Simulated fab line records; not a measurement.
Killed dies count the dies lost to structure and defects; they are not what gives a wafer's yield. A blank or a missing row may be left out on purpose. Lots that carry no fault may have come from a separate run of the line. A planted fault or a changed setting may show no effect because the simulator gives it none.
Which tool is to blame? :: flow gf180mcu :: 14 lots with 42 wafers sampled at 5 steps, on a route of 602 steps

== WHAT THE GAUGES SHOWED, per wafer ==
GF_STI_CD_MEAS_12: target cd 220 nm. Usual: 220.0 nm for cdNm, sd 1.2.
lot: L330
measured: day 2 02:55
on: cdSem-02
cdNm (nm): 219.6 220.1 219.9
flag: 

lot: L331
measured: day 2 06:21
on: cdSem-02
cdNm (nm): 220.6 220.3 220.0
flag: 

lot: L334
measured: day 3 02:17
on: cdSem-01
cdNm (nm): 220.3 220.0 220.8
flag: 

lot: L336
measured: day 3 09:28
on: cdSem-02
cdNm (nm): 339.8 338.9 339.0
flag: OFF

lot: L335
measured: day 3 09:52
on: cdSem-01
cdNm (nm): 220.7 220.4 220.6
flag: 

lot: L338
measured: day 3 18:05
on: cdSem-02
cdNm (nm): 328.8 328.1 328.7
flag: OFF

lot: L337
measured: day 3 18:43
on: cdSem-01
cdNm (nm): 218.8 219.8 218.6
flag: 

lot: L339
measured: day 4 01:31
on: cdSem-01
cdNm (nm): 221.1 221.1 221.4
flag: 

lot: L343
measured: day 4 19:14
on: cdSem-01
cdNm (nm): 219.5 221.3 220.4
flag: 

lot: L344
measured: day 5 05:29
on: cdSem-01
cdNm (nm): 218.2 219.0 218.8
flag: 

lot: L346
measured: day 5 12:48
on: cdSem-01
cdNm (nm): 219.2 220.4 221.4
flag: 

lot: L348
measured: day 5 22:21
on: cdSem-01
cdNm (nm): 220.3 221.0 220.7
flag: 

lot: L349
measured: day 6 03:53
on: cdSem-01
cdNm (nm): 219.0 218.3 218.2
flag: 

lot: L351
measured: day 6 13:26
on: cdSem-02
cdNm (nm): 219.8 219.9 220.3
flag: 

GF_VT_IMPLANT_TW_MEAS_21. Usual: VT_IMPLANT_2_TW typically reads 1217, with standard deviation 9.9.
lot: L330
measured: day 6 08:52
on: filmMetro-03
VT_IMPLANT_2_TW: 1223 1219 1223
flag: 

lot: L331
measured: day 7 03:50
on: filmMetro-02
VT_IMPLANT_2_TW: 1215 1213 1213
flag: 

lot: L334
measured: day 7 10:11
on: filmMetro-04
VT_IMPLANT_2_TW: 1192 1196 1194
flag: 

lot: L335
measured: day 7 19:58
on: filmMetro-03
VT_IMPLANT_2_TW: 1224 1232 1230
flag: 

lot: L337
measured: day 8 06:06
on: filmMetro-02
VT_IMPLANT_2_TW: 1221 1216 1219
flag: 

lot: L339
measured: day 8 15:02
on: filmMetro-03
VT_IMPLANT_2_TW: 1220 1219 1220
flag: 

lot: L343
measured: day 9 13:11
on: filmMetro-02
VT_IMPLANT_2_TW: 1217 1224 1220
flag: 

lot: L344
measured: day 9 23:57
on: filmMetro-04
VT_IMPLANT_2_TW: 1203 1192 1193
flag: 

lot: L346
measured: day 10 10:01
on: filmMetro-03
VT_IMPLANT_2_TW: 1210 1208 1215
flag: 

lot: L348
measured: day 10 22:46
on: filmMetro-02
VT_IMPLANT_2_TW: 1230 1232 1225
flag: 

lot: L349
measured: day 11 04:28
on: filmMetro-02
VT_IMPLANT_2_TW: 1232 1228 1226
flag: 

lot: L351
measured: day 11 18:53
on: filmMetro-02
VT_IMPLANT_2_TW: 1226 1222 1230
flag: 

== WHAT TOOL EACH LOT RAN ON (gives the tool, then ch and the chambers of the sampled wafers, and finally the start) ==
lot: L330
GF_STI_PEB_10: lithoTrack-03 ch 0, day 2 02:34
GF_STI_CMP_25: cmp-02 ch 0,1,2, day 2 08:23
GF_NWELL_STRIP_10: plasmaAsher-04 ch 0,1, day 3 11:35

lot: L331
GF_STI_PEB_10: lithoTrack-02 ch 0, day 2 05:33
GF_STI_CMP_25: cmp-02 ch 0,1,3, day 2 15:24
GF_NWELL_STRIP_10: plasmaAsher-02 ch 0,1, day 4 03:34

lot: L334
GF_STI_PEB_10: lithoTrack-04 ch 0, day 3 01:56
GF_STI_CMP_25: cmp-02 ch 0,1,3, day 3 04:59
GF_NWELL_STRIP_10: plasmaAsher-04 ch 1, day 4 09:05

lot: L336
GF_STI_PEB_10: lithoTrack-02 ch 0, day 3 09:08
GF_STI_CMP_25: cmp-02 ch 1,2, day 3 11:31
GF_NWELL_STRIP_10: -

lot: L335
GF_STI_PEB_10: lithoTrack-03 ch 0, day 3 09:31
GF_STI_CMP_25: cmp-01 ch 0,2, day 3 11:59
GF_NWELL_STRIP_10: plasmaAsher-04 ch 0,1, day 4 17:29

lot: L338
GF_STI_PEB_10: lithoTrack-02 ch 0, day 3 17:46
GF_STI_CMP_25: cmp-02 ch 0,1,3, day 3 20:14
GF_NWELL_STRIP_10: -

lot: L337
GF_STI_PEB_10: lithoTrack-04 ch 0, day 3 18:24
GF_STI_CMP_25: cmp-01 ch 1,2,3, day 3 20:47
GF_NWELL_STRIP_10: plasmaAsher-02 ch 0,1, day 5 02:34

lot: L339
GF_STI_PEB_10: lithoTrack-03 ch 0, day 4 01:10
GF_STI_CMP_25: cmp-01 ch 1,3, day 4 03:38
GF_NWELL_STRIP_10: plasmaAsher-01 ch 0,1, day 5 09:35

lot: L343
GF_STI_PEB_10: lithoTrack-04 ch 0, day 4 18:53
GF_STI_CMP_25: cmp-01 ch 1,2, day 4 21:21
GF_NWELL_STRIP_10: plasmaAsher-01 ch 0, day 6 04:52

lot: L344
GF_STI_PEB_10: lithoTrack-03 ch 0, day 5 05:08
GF_STI_CMP_25: cmp-02 ch 0,2, day 5 07:34
GF_NWELL_STRIP_10: plasmaAsher-01 ch 0,1, day 6 16:01

lot: L346
GF_STI_PEB_10: lithoTrack-04 ch 0, day 5 12:28
GF_STI_CMP_25: cmp-02 ch 0,1,2, day 5 14:50
GF_NWELL_STRIP_10: plasmaAsher-01 ch 0,1, day 6 22:25

lot: L348
GF_STI_PEB_10: lithoTrack-04 ch 0, day 5 22:01
GF_STI_CMP_25: cmp-02 ch 0,1, day 6 00:25
GF_NWELL_STRIP_10: plasmaAsher-04 ch 0,1, day 7 09:56

lot: L349
GF_STI_PEB_10: lithoTrack-04 ch 0, day 6 03:32
GF_STI_CMP_25: cmp-02 ch 1,2, day 6 05:59
GF_NWELL_STRIP_10: plasmaAsher-04 ch 0,1, day 7 14:43

lot: L351
GF_STI_PEB_10: lithoTrack-03 ch 0, day 6 13:05
GF_STI_CMP_25: cmp-01 ch 2,3, day 6 15:47
GF_NWELL_STRIP_10: plasmaAsher-01 ch 0,1, day 8 01:52
- GF_STI_PEB_10: peb time 90 s.
- GF_STI_CMP_25: polishes, stops on Si3N4, t overpolish 33 s, target thk 524.6 nm.
- GF_NWELL_STRIP_10: strips in O2/N2.

== WHAT THE TOOLS THEMSELVES READ (means of the sampled wafers that have a number; where no wafer has one, the mark that the record gives instead) ==
GF_STI_PEB_10. Usual: heaterPowerTotalW 85.70 W, standard deviation 0.086; plateTempC 135.00 C, standard deviation 0.12.
lot: L330
tool: lithoTrack-03
heaterPowerTotalW (W): 85.70
plateTempC (C): 135.03
flag: 

lot: L331
tool: lithoTrack-02
heaterPowerTotalW (W): 85.70
plateTempC (C): 135.10
flag: 

lot: L334
tool: lithoTrack-04
heaterPowerTotalW (W): 85.73
plateTempC (C): 135.16
flag: 

lot: L336
tool: lithoTrack-02
heaterPowerTotalW (W): 70.80
plateTempC (C): 116.86
flag: OFF

lot: L335
tool: lithoTrack-03
heaterPowerTotalW (W): 85.68
plateTempC (C): 135.07
flag: 

lot: L338
tool: lithoTrack-02
heaterPowerTotalW (W): 70.96
plateTempC (C): 116.82
flag: OFF

lot: L337
tool: lithoTrack-04
heaterPowerTotalW (W): 85.63
plateTempC (C): 134.99
flag: 

lot: L339
tool: lithoTrack-03
heaterPowerTotalW (W): 85.72
plateTempC (C): 134.94
flag: 

lot: L343
tool: lithoTrack-04
heaterPowerTotalW (W): 85.74
plateTempC (C): 134.93
flag: 

lot: L344
tool: lithoTrack-03
heaterPowerTotalW (W): 85.76
plateTempC (C): 134.75
flag: 

lot: L346
tool: lithoTrack-04
heaterPowerTotalW (W): 85.70
plateTempC (C): 135.09
flag: 

lot: L348
tool: lithoTrack-04
heaterPowerTotalW (W): 85.70
plateTempC (C): 134.91
flag: 

lot: L349
tool: lithoTrack-04
heaterPowerTotalW (W): 85.74
plateTempC (C): 135.06
flag: 

lot: L351
tool: lithoTrack-03
heaterPowerTotalW (W): 85.74
plateTempC (C): 135.17
flag: 

GF_STI_CMP_25. Usual: motorCurrentA 12.6 A, standard deviation 1.9; overpolishRunS 33.000 s, standard deviation 0.009; slurryFilterDpKPa 13.50 kPa, standard deviation 0.14; timeToEndpointS 121 s, standard deviation 6.2.
lot: L330
tool: cmp-02
motorCurrentA (A): 12.0
overpolishRunS (s): 33.009
slurryFilterDpKPa (kPa): 13.65
timeToEndpointS (s): 121
flag: 

lot: L331
tool: cmp-02
motorCurrentA (A): 11.2
overpolishRunS (s): 33.000
slurryFilterDpKPa (kPa): 13.45
timeToEndpointS (s): 123
flag: 

lot: L334
tool: cmp-02
motorCurrentA (A): 11.1
overpolishRunS (s): 33.002
slurryFilterDpKPa (kPa): 13.52
timeToEndpointS (s): 118
flag: 

lot: L336
tool: cmp-02
motorCurrentA (A): 13.6
overpolishRunS (s): 32.995
slurryFilterDpKPa (kPa): 13.45
timeToEndpointS (s): 123
flag: 

lot: L335
tool: cmp-01
motorCurrentA (A): 13.5
overpolishRunS (s): 32.994
slurryFilterDpKPa (kPa): 13.54
timeToEndpointS (s): 123
flag: 

lot: L338
tool: cmp-02
motorCurrentA (A): 11.4
overpolishRunS (s): 33.001
slurryFilterDpKPa (kPa): 13.45
timeToEndpointS (s): 113
flag: 

lot: L337
tool: cmp-01
motorCurrentA (A): 14.0
overpolishRunS (s): 33.001
slurryFilterDpKPa (kPa): 13.47
timeToEndpointS (s): 125
flag: 

lot: L339
tool: cmp-01
motorCurrentA (A): 14.4
overpolishRunS (s): 33.000
slurryFilterDpKPa (kPa): 13.53
timeToEndpointS (s): 127
flag: 

lot: L343
tool: cmp-01
motorCurrentA (A): 14.7
overpolishRunS (s): 33.008
slurryFilterDpKPa (kPa): 13.39
timeToEndpointS (s): 123
flag: 

lot: L344
tool: cmp-02
motorCurrentA (A): 10.8
overpolishRunS (s): 32.999
slurryFilterDpKPa (kPa): 13.48
timeToEndpointS (s): 119
flag: 

lot: L346
tool: cmp-02
motorCurrentA (A): 12.1
overpolishRunS (s): 33.000
slurryFilterDpKPa (kPa): 13.61
timeToEndpointS (s): 114
flag: 

lot: L348
tool: cmp-02
motorCurrentA (A): 10.8
overpolishRunS (s): 33.005
slurryFilterDpKPa (kPa): 13.44
timeToEndpointS (s): 122
flag: 

lot: L349
tool: cmp-02
motorCurrentA (A): 13.7
overpolishRunS (s): 32.997
slurryFilterDpKPa (kPa): 13.42
timeToEndpointS (s): 121
flag: 

lot: L351
tool: cmp-01
motorCurrentA (A): 13.4
overpolishRunS (s): 32.990
slurryFilterDpKPa (kPa): 13.41
timeToEndpointS (s): 126
flag: 

GF_NWELL_STRIP_10. Usual: drypumpMotorCurrentA 5.50 A, standard deviation 0.23; heaterPowerW 345 W, standard deviation 26; oesProductAu 0.723 a.u., standard deviation 0.0045; stripTimeToEndpointS 36.95 s, standard deviation 0.11.
lot: L330
tool: plasmaAsher-04
drypumpMotorCurrentA (A): 5.67
heaterPowerW (W): 355
oesProductAu (a.u.): 0.724
stripTimeToEndpointS (s): 36.80
flag: 

lot: L331
tool: plasmaAsher-02
drypumpMotorCurrentA (A): 5.41
heaterPowerW (W): 351
oesProductAu (a.u.): 0.725
stripTimeToEndpointS (s): 37.02
flag: 

lot: L334
tool: plasmaAsher-04
drypumpMotorCurrentA (A): 5.74
heaterPowerW (W): 368
oesProductAu (a.u.): 0.727
stripTimeToEndpointS (s): 36.97
flag: 

lot: L335
tool: plasmaAsher-04
drypumpMotorCurrentA (A): 5.57
heaterPowerW (W): 344
oesProductAu (a.u.): 0.720
stripTimeToEndpointS (s): 36.94
flag: 

lot: L337
tool: plasmaAsher-02
drypumpMotorCurrentA (A): 5.41
heaterPowerW (W): 326
oesProductAu (a.u.): 0.723
stripTimeToEndpointS (s): 37.11
flag: 

lot: L339
tool: plasmaAsher-01
drypumpMotorCurrentA (A): 5.30
heaterPowerW (W): 341
oesProductAu (a.u.): 0.723
stripTimeToEndpointS (s): 36.92
flag: 

lot: L343
tool: plasmaAsher-01
drypumpMotorCurrentA (A): 5.72
heaterPowerW (W): 368
oesProductAu (a.u.): 0.724
stripTimeToEndpointS (s): 37.00
flag: 

lot: L344
tool: plasmaAsher-01
drypumpMotorCurrentA (A): 5.31
heaterPowerW (W): 334
oesProductAu (a.u.): 0.727
stripTimeToEndpointS (s): 36.98
flag: 

lot: L346
tool: plasmaAsher-01
drypumpMotorCurrentA (A): 5.50
heaterPowerW (W): 350
oesProductAu (a.u.): 0.721
stripTimeToEndpointS (s): 36.89
flag: 

lot: L348
tool: plasmaAsher-04
drypumpMotorCurrentA (A): 5.58
heaterPowerW (W): 351
oesProductAu (a.u.): 0.726
stripTimeToEndpointS (s): 36.80
flag: 

lot: L349
tool: plasmaAsher-04
drypumpMotorCurrentA (A): 5.67
heaterPowerW (W): 358
oesProductAu (a.u.): 0.724
stripTimeToEndpointS (s): 36.99
flag: 

lot: L351
tool: plasmaAsher-01
drypumpMotorCurrentA (A): 5.50
heaterPowerW (W): 348
oesProductAu (a.u.): 0.724
stripTimeToEndpointS (s): 36.96
flag: 

== THE ANSWER, worked out from the rows above alone ==
Rule: take the mean of a lot's wafers that have a number; if it is more than 3 standard deviations from the usual mean, the lot is off. Also off: a lot with no number at a reading for which 4 or more lots have one. Where the step has rows for the other lots, those lots are counted as sound. Order of review: gauges by route order, followed by the tools' own readings, for which a lot's mean as printed above is used. The first step at which some lot is off is used, and at that step the reading that is off furthest; a lot without a number counts as furthest.
Off, at GF_STI_CD_MEAS_12 on cdNm: L336, L338.
If a tool, at a process step before that reading, ran all the lots that are off and no sound lot after the first of them, it fits. Not tried: the gauges at GF_STI_CD_MEAS_12; whatever is off there is also off at GF_STI_PEB_10, on other tools, and gauge error can't account for it. One candidate fits, namely lithoTrack-02 at GF_STI_PEB_10. Its last sound lot is L331 (day 2 05:33), its first lot that is off L336 (day 3 09:08): a fault that began between those two fits.
The tool's own readings at GF_STI_PEB_10 bear it out: on the lots that are off they differ by more than 5 times the standard deviation of the sound lots' means. heaterPowerTotalW reads 70.88 W there against 85.71 W on the sound lots; plateTempC reads 116.84 C there against 135.02 C on the sound lots.

== WHAT THE SIMULATOR HAD PUT IN ==
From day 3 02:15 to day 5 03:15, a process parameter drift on lithoTrack-02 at GF_STI_PEB_10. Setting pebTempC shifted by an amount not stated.
Shown lots that were struck: L336, L338. The rule above reached the same finding.
